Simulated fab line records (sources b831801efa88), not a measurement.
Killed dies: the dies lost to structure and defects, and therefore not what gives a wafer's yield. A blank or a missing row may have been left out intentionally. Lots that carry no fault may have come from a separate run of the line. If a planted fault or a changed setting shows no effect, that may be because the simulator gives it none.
2 desks looking at one fault :: flow gf180mcu :: every desk sees just its own numbers, and what lay behind them comes last

METROLOGY DESK
Means of the sampled wafers that have a number, per lot and without regard to the tool the lot ran on: this is what the gauges read. Any lot whose mean is over 4 standard deviations away from the usual mean is out of limits and marked OUT; that distance is given in the brackets.
Columns: A = M4_ALCU_THK at GF_M4_THK_MEAS_06, usual 438 nm
lot: L788
first seen here: day 22 23:22
A: 442

lot: L789
first seen here: day 23 02:45
A: 434

lot: L790
first seen here: day 23 18:20
A: 442

lot: L795
first seen here: day 25 05:29
A: 435

lot: L796
first seen here: day 25 11:39
A: 432

lot: L797
first seen here: day 26 01:11
A: 437

lot: L798
first seen here: day 26 14:45
A: 446

lot: L799
first seen here: day 26 15:25
A: 441

lot: L802
first seen here: day 27 09:26
A: 433

lot: L807
first seen here: day 28 23:13
A: 439

lot: L808
first seen here: day 29 11:26
A: 436

lot: L809
first seen here: day 29 12:28
A: 431

lot: L810
first seen here: day 29 18:55
A: 441
This desk found nothing out of limits on any of the 13 lots.

TOOL OWNER'S DESK, rie diel-01
The tool's own readings at GF_V4_ETCH_17 (etches SiO2 in C4F8/O2/Ar, stops on TiN, target depth 630 nm): means of the sampled wafers that have a number, for each lot that ran on this tool. Any lot whose mean is over 4 standard deviations away from the usual mean is out of limits and marked OUT; that distance is given in the brackets.
Columns: A = oes product au at GF_V4_ETCH_17, usual 0.856 a.u.; B = rf fwd power W at GF_V4_ETCH_17, usual 1493 W
lot: L788
first seen here: day 24 21:00
A: 0.860
B: 1494

lot: L798
first seen here: day 28 08:00
A: 0.860
B: 1497

lot: L807
first seen here: day 30 14:00
A: 0.855
B: 1574 (+15) OUT

lot: L808
first seen here: day 31 01:00
A: 0.854
B: 1574 (+15) OUT
This desk's finding: out of limits on L807, L808; first on L807, day 30 14:00 (rf fwd power W at GF_V4_ETCH_17). Within limits: L788, L798.

BROUGHT TOGETHER
The tool owner's desk could have raised an alarm at day 30 14:00, on L807, L808.
The metrology desk saw nothing out of limits.
The metrology desk has L807, L808 on record, within its limits.
GF_V4_ETCH_17 was run on rie diel-01 by each of the lots named.

WHAT THE SIMULATOR PUT IN
rie diel-01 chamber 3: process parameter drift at GF_V4_ETCH_17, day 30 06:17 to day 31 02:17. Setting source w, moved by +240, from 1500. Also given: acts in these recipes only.
Struck lots among those shown: L807, L808.
Hours from the fault's start to each desk's first reading out of limits: the tool owner's desk, 8.
